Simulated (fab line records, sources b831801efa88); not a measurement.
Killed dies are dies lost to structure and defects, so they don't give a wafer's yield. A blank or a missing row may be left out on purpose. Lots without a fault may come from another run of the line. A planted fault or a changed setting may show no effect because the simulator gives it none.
Problem report in the 8D (eight disciplines) form, filled by code | flow gf180mcu | the parts of the form that need people (team, actions taken, sign-off) are left out

1. THE PROBLEM
NSD_RS at GF_PSD_RS_MEAS_14 reads a mean of 47.11 ohm/sq on 9 wafers of 3 lots; wafers without a fault read 45.76 ohm/sq with a standard deviation of 0.078. That is +17 standard deviations from the usual mean.
The step: measures by four-point-probe.
First seen on wafer L970.1, day 20 13:58, on film_metro-01. The record holds 39 wafers of 13 lots with a number at this step. Rule for "out", or "out of limits": more than 4 standard deviations from the usual mean. The other wafers with a number count as sound.

2. WHAT IT IS AND WHAT IT IS NOT
question                    | is                           | is not
which readings at this step | NSD_RS                       | -
which lots                  | L970, L971, L972             | L954, L955, L957, L958, L959, L962, L964, L965, L973, L974
which wafers of those lots  | all that have a number       | -
read on which gauges        | film_metro-01, film_metro-04 | film_metro-02
when                        | from day 20 13:58            | up to then (24 sound wafers); but 6 sound wafers of L973, L974 came after

3. SUSPECTS, AND WHAT RULES EACH OUT
Counting: a tool at a process step up to the reading stays a suspect if it ran every lot that is out and no sound lot after the first of them.
- the gauge at GF_PSD_RS_MEAS_14: ruled out. The wafers that are out were read on 2 gauges (film_metro-01, film_metro-04).
- rtp_anneal-02 at GF_PSD_RTA_13 (time 20 s): kept. It ran every lot that is out, first L970 (day 20 13:53), and no sound lot after that; its last sound lot up to then is L965 (day 18 20:53). Its own readings are out on those wafers: wafer_temp_C_max.
Left after counting: rtp_anneal-02 at GF_PSD_RTA_13.

4. THE CAUSE (what the simulator had put in)
Process parameter drift: rtp_anneal-02, from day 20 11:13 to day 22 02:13, at GF_PSD_RTA_13. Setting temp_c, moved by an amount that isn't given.
Counting left only this tool.

5. THE CHAIN OF EFFECTS, in route order
Each row: a reading whose mean over the struck wafers that have a number lies more than 3 standard deviations from the usual. Only readings for which the record gives a usual standard deviation are gone through. hours: the time from each lot's start at the first step in this table that gives one to its start at this step, as a median over the lots. sigmas: the change in usual standard deviations.
hours | step              | reading          | usual         | on struck wafers | change | sigmas
0     | GF_PSD_RTA_13     | wafer_temp_C_max | 1031.0        | 1020.4           | -10.6  | -8.1
0     | GF_PSD_RS_MEAS_14 | NSD_RS           | 45.76 ohm/sq  | 47.11            | +1.35  | +17
0     | GF_PSD_RS_MEAS_15 | PSD_RS           | 108.50 ohm/sq | 115.24           | +6.74  | +26
The process steps in it:
- GF_PSD_RTA_13: time 20 s.
Later measuring or inspecting steps at which every struck wafer that the step has a row for has a number for every such reading, and none has moved that far: GF_SAB_CD_MEAS_09, GF_SAB_OVL_MEAS_10.

6. WHAT WOULD HAVE CAUGHT IT SOONER
In this record the first reading out of limits at a measuring or inspecting step was taken at day 20 13:58, 3 hours after the fault began at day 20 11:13.
The tool's own readings at GF_PSD_RTA_13 were out on every struck wafer that the step has a row for (wafer_temp_C_max): an alarm limit on them would have fired on the first of those.
Of the lots that are out (3), L971, L972 began GF_PSD_RTA_13 on rtp_anneal-02 after day 20 13:58. A hold on the tool at that time would have spared those 2.
